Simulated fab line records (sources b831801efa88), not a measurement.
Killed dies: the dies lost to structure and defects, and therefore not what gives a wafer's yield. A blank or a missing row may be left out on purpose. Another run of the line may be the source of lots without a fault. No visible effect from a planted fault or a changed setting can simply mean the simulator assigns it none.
A struck lot beside a sound one | flow sky130 | 16 steps out of a route of 708
Sound: the wafers L884.3, L884.4, L884.5. Struck: wafer L878.6 (left out: L878.2, L878.5 of the same lot, which were not struck); the cause appears at the end.
At each step with rows: each side's tool, then ch and its chambers, then its first start. Under that, the readings that differ: sound wafers | struck wafers | difference of the means | sigmas: that difference in standard deviations of wafers without a fault.
alike: readings with means less than 2 such deviations apart, plus words and numbers identical on both sides. not compared: withheld readings, readings lacking a value on some wafer, bounds such as >300 that could conceal the same value, and numbers that have no deviation in the record and whose values overlap.
The two part at a step that has a row with sigmas, a row that says differs or no value, or rows on one side only. When numbers do not overlap yet have no deviation, they are printed without sigmas and do not part them. A reading missing from all wafers of one side parts the sides only when that side holds two or more wafers.

SKY_LI_CONTACT_BOW_MEAS_03:
  sound on filmMetro-04, day 34 17:01; struck on filmMetro-04, day 32 20:35
reading             | sound    | struck | difference | sigmas
LI_CONTACT_BOW (um) | 44 58 62 | 69     | +14        | +2
then, 4 steps without rows for these wafers: SKY_LI_CONTACT_DEHYDRATE_04 (time 60 s); SKY_LI_CONTACT_HMDS_05 (prime time 60 s); SKY_LI_CONTACT_COAT_06 (resist thk 60 nm); SKY_LI_CONTACT_COAT_07 (resist thk 450 nm).
SKY_LI_CONTACT_SOFTBAKE_08: time 92.34 s.
  sound: lithoTrack-03 ch 0; struck: lithoTrack-04 ch 0
reading               | sound                | struck | difference | sigmas
plateSensorTEdgeC (C) | 100.95 100.94 100.94 | 100.98 | +0.04      | +4
  alike: plateSensorTCentreC, softbakeTempC
then, 3 steps without rows for these wafers: SKY_LI_CONTACT_EXPOSE_09 (exposes mask LICM1, target cd 170 nm); SKY_LI_CONTACT_PEB_10; SKY_LI_CONTACT_DEVELOP_11 (develop time 60 s).
SKY_LI_CONTACT_CD_MEAS_12: target cd 170 nm.
  sound on cdSem-01, day 35 19:03; struck on cdSem-02, day 33 23:50
  alike: cdNm
SKY_LI_CONTACT_OVL_MEAS_13:
  sound on overlay-01, day 35 19:09; struck on overlay-01, day 33 23:56
  alike: LI_CONTACT_OVL
SKY_LI_CONTACT_ETCH_14: etches BARC in N2/H2, stops on SiO2, time 45.9 s, target depth 60 nm.
  sound on rieDiel-02 ch 0,2, day 35 19:10; struck on rieDiel-04 ch 3, day 33 23:58
  alike: drypumpMotorCurrentA, oesProductAu, rfFwdPowerW, throttleValvePct
  not compared: rfHoursCounterH
SKY_LI_CONTACT_ETCH_15: etches PSG in C4F8/O2/Ar, stops on Si, target depth 600 nm.
  sound on rieDiel-02 ch 0,2, day 35 19:13; struck on rieDiel-04 ch 3, day 34 00:01
reading                                          | sound           | struck | difference | sigmas
rfFwdPowerW (W)                                  | 1492 1489 1491  | 1736   | +245       | +46
model.KrF-thick_of_LI_CONTACT_COAT_07.thkNm (nm) | 234 233.4 234.5 | 216.6  | -17.4      | 
  alike: oesProductAu
SKY_LI_CONTACT_STRIP_16: strips in O2/N2.
  sound on plasmaAsher-01 ch 0,1, day 35 19:20; struck on plasmaAsher-04 ch 0, day 34 00:06
reading                  | sound             | struck | difference | sigmas
oesProductAu (a.u.)      | 0.382 0.371 0.372 | 0.366  | -0.009     | -2
stripTimeToEndpointS (s) | 3.523 3.502 3.510 | 3.334  | -0.178     | -6
  alike: drypumpMotorCurrentA
  not compared: rfHoursCounterH
then, 1 step without rows for these wafers: SKY_LI_CONTACT_CLEAN_17 (cleans in NMP, time 600 s).
-- here the record skips 15 days between the struck wafers' starts before and after, leaving off in module LI_CONTACT and picking up in module PAD_OPEN (first step shown: number 708 of the route) --
SKY_PAD_OPEN_PROBE_99:
  sound on prober-02, day 50 11:29; struck on prober-02, day 49 06:49
reading                      | sound             | struck | difference | sigmas
model.etest.liconPdiff.rcOhm | 590.5 566.3 589.6 | 560.8  | -21.3      | 
model.etest.liconNdiff.rcOhm | 179.9 186.5 182.7 | 173.2  | -9.8       | 
  alike: killed_at_M0_to_M3, killed_at_M4_up, killedAtContacts, killedAtFrontEnd, killedAtOther, killedDies, killedOpen, killedShort

== WHERE THEY PART ==
First at SKY_LI_CONTACT_BOW_MEAS_03; last, within this record, at SKY_LI_CONTACT_STRIP_16. Later steps at which nothing parts them and some readings are alike: SKY_PAD_OPEN_PROBE_99.

WHY: what had been put in by the simulator
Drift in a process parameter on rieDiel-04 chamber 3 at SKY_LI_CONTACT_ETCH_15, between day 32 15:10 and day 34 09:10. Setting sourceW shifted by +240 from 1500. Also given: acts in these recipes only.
